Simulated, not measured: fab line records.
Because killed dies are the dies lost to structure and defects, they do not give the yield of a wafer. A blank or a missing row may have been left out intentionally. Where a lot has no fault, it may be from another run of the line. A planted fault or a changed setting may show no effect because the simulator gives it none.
Which of the tools did it?    flow gf180mcu    11 lots with 33 wafers sampled at 4 steps, on a route of 602 steps

## WHAT EACH GAUGE READ, for each wafer
GF_MIM_RS_MEAS_10: measurement is done with a four-point probe.
lot   measured      on             MIM_ALCU_RS (ohm/sq)
L685  day 24 19:03  film-metro-04  0.1555 0.1560 0.1563
L686  day 24 23:14  film-metro-01  0.1619 0.1588 0.1616
L690  day 26 02:51  film-metro-01  0.1626 0.1621 0.1623
L691  day 26 18:26  film-metro-01  0.1599 0.1626 0.1585
L692  day 27 01:57  film-metro-04  0.1611 0.1621 0.1622
L693  day 27 10:11  film-metro-01  0.1623 0.1632 0.1616
L696  day 28 09:27  film-metro-01  0.1647 0.1630 0.1816
L703  day 30 04:17  film-metro-01  0.1558 0.1570 0.1579
L704  day 30 13:12  film-metro-04  0.1623 0.1637 0.1620
L705  day 30 13:32  film-metro-04  0.1588 0.1579 0.1614
L707  day 31 06:44  film-metro-04  0.1588 0.1587 0.1587

## TOOL THAT RAN EACH LOT (tool first, then ch and the chambers of the sampled wafers, then the start)
lot   GF_MIM_SPUTTER_01             GF_MIM_SPUTTER_02             GF_MIM_SPUTTER_08
L685  pvd-sputter-01, day 24 18:44  pvd-sputter-01, day 24 18:46  pvd-sputter-02, day 24 18:59
L686  pvd-sputter-04, day 24 22:55  pvd-sputter-04, day 24 22:56  pvd-sputter-01, day 24 23:10
L690  pvd-sputter-02, day 26 02:28  pvd-sputter-02, day 26 02:30  pvd-sputter-01, day 26 02:44
L691  pvd-sputter-04, day 26 18:04  pvd-sputter-04, day 26 18:05  pvd-sputter-01, day 26 18:20
L692  pvd-sputter-01, day 27 01:38  pvd-sputter-01, day 27 01:40  pvd-sputter-04, day 27 01:53
L693  pvd-sputter-02, day 27 09:50  pvd-sputter-02, day 27 09:52  pvd-sputter-04, day 27 10:05
L696  pvd-sputter-01, day 28 09:07  pvd-sputter-01, day 28 09:09  pvd-sputter-04, day 28 09:23
L703  pvd-sputter-04, day 30 03:56  pvd-sputter-04, day 30 03:58  pvd-sputter-02, day 30 04:11
L704  pvd-sputter-02, day 30 12:53  pvd-sputter-02, day 30 12:55  pvd-sputter-01, day 30 13:09
L705  pvd-sputter-04, day 30 13:11  pvd-sputter-04, day 30 13:13  pvd-sputter-02, day 30 13:29
L707  pvd-sputter-01, day 31 06:23  pvd-sputter-01, day 31 06:25  pvd-sputter-02, day 31 06:38
- GF_MIM_SPUTTER_01: material TiN, target thk 30 nm, time 25 s.
- GF_MIM_SPUTTER_02: material AlCu, target thk 450 nm, time 23.9 s.
- GF_MIM_SPUTTER_08: material AlCu, target thk 200 nm, time 10.6 s.

## THE ANSWER, worked out from the rows above alone
Rule: usual is defined by the lots themselves. The widest of any qualifying gaps counts: lots, ordered by their means at a reading, are off when they make up no more than a third of the lots, leave a main group of 4 or more, and stand apart from it by 3 or more times the standard deviation of that group's means. A main group is skipped when, at the precision printed for the reading in the tables above, its means are all equal. A lot without any number at a reading at which 4 lots or more have one is off too. All remaining lots with rows at the step are treated as sound.
Off: L696, at GF_MIM_RS_MEAS_10 (MIM_ALCU_RS). The main group: mean 0.1601 ohm/sq, standard deviation 0.0022.
A tool fits if, at a process step before that reading, it ran every lot that is off, and no sound lot after the first of them. The gauges at GF_MIM_RS_MEAS_10 are tried like those tools. One fits: pvd-sputter-04 at GF_MIM_SPUTTER_08. A fault onset in the window from L693 (day 27 10:05, its last sound lot) to L696 (day 28 09:23, its first lot off) fits.

## WHAT THE SIMULATOR PUT IN
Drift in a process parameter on pvd-sputter-04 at GF_MIM_SPUTTER_08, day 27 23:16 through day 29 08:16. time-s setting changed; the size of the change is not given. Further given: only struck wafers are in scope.
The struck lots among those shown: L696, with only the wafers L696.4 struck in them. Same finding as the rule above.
